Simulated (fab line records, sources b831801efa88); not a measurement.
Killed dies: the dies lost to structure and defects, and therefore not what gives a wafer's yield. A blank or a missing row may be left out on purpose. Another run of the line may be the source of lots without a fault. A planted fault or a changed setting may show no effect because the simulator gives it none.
Chamber matching :: flow sky130 :: SKY_METAL3_ETCH_17 on rie_diel-04 has 4 sister chambers
The step etches SiO2 in C4F8/O2/Ar, stops on TiN, time 3.9 s, target depth 15 nm. 4 wafers are shown with their chamber, then 11 later ones without.

## WAFERS, EACH WITH ITS CHAMBER
wafer: L085.4
chamber: 1
oes_product_au (a.u.): 0.751

wafer: L085.5
chamber: 3
oes_product_au (a.u.): 0.765

wafer: L088.6
chamber: 2
oes_product_au (a.u.): 0.759

wafer: L091.1
chamber: 0
oes_product_au (a.u.): 0.748

## WAFERS WITH NO CHAMBER GIVEN
wafer: L091.2
oes_product_au (a.u.): 0.745

wafer: L091.3
oes_product_au (a.u.): 0.750

wafer: L092.2
oes_product_au (a.u.): 0.756

wafer: L092.3
oes_product_au (a.u.): 0.746

wafer: L092.5
oes_product_au (a.u.): 0.759

wafer: L093.1
oes_product_au (a.u.): 0.752

wafer: L093.2
oes_product_au (a.u.): 0.743

wafer: L093.3
oes_product_au (a.u.): 0.755

wafer: L094.2
oes_product_au (a.u.): 0.751

wafer: L094.3
oes_product_au (a.u.): 0.755

wafer: L094.4
oes_product_au (a.u.): 0.761

## WHICH CHAMBER EACH ONE RAN IN
wafer: L091.2
from the rows above: can't be placed: 0 or 1
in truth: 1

wafer: L091.3
from the rows above: can't be placed: 1 or 0
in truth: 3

wafer: L092.2
from the rows above: can't be placed: 2 or 1 or 0
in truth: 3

wafer: L092.3
from the rows above: can't be placed: 0 or 1
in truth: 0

wafer: L092.5
from the rows above: 2
in truth: 2

wafer: L093.1
from the rows above: can't be placed: 1 or 0
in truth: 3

wafer: L093.2
from the rows above: can't be placed: 0 or 1
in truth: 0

wafer: L093.3
from the rows above: can't be placed: 1 or 2 or 0
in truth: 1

wafer: L094.2
from the rows above: can't be placed: 1 or 0
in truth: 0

wafer: L094.3
from the rows above: can't be placed: 1 or 2 or 0
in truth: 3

wafer: L094.4
from the rows above: can't be placed: 2 or 3
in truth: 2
Correctly placed: 1 of 11. Cannot be placed on the basis of these rows: 10; the candidates contain the true chamber in 6. Wrongly placed: 0.
How it was worked out, from the rows above alone: a wafer's distance from a chamber is the root of the sum, over the readings, of the square of ((its reading less the chamber's mean) divided by the reading's scatter). If the next closest chamber is less than 2 further off than the closest, the wafer can't be placed; otherwise it belongs to the closest. A chamber's mean is the mean of its shown wafers. The scatter: with one shown wafer a chamber, the root of the mean of the squares of how far each hidden wafer lies from its nearest shown one.
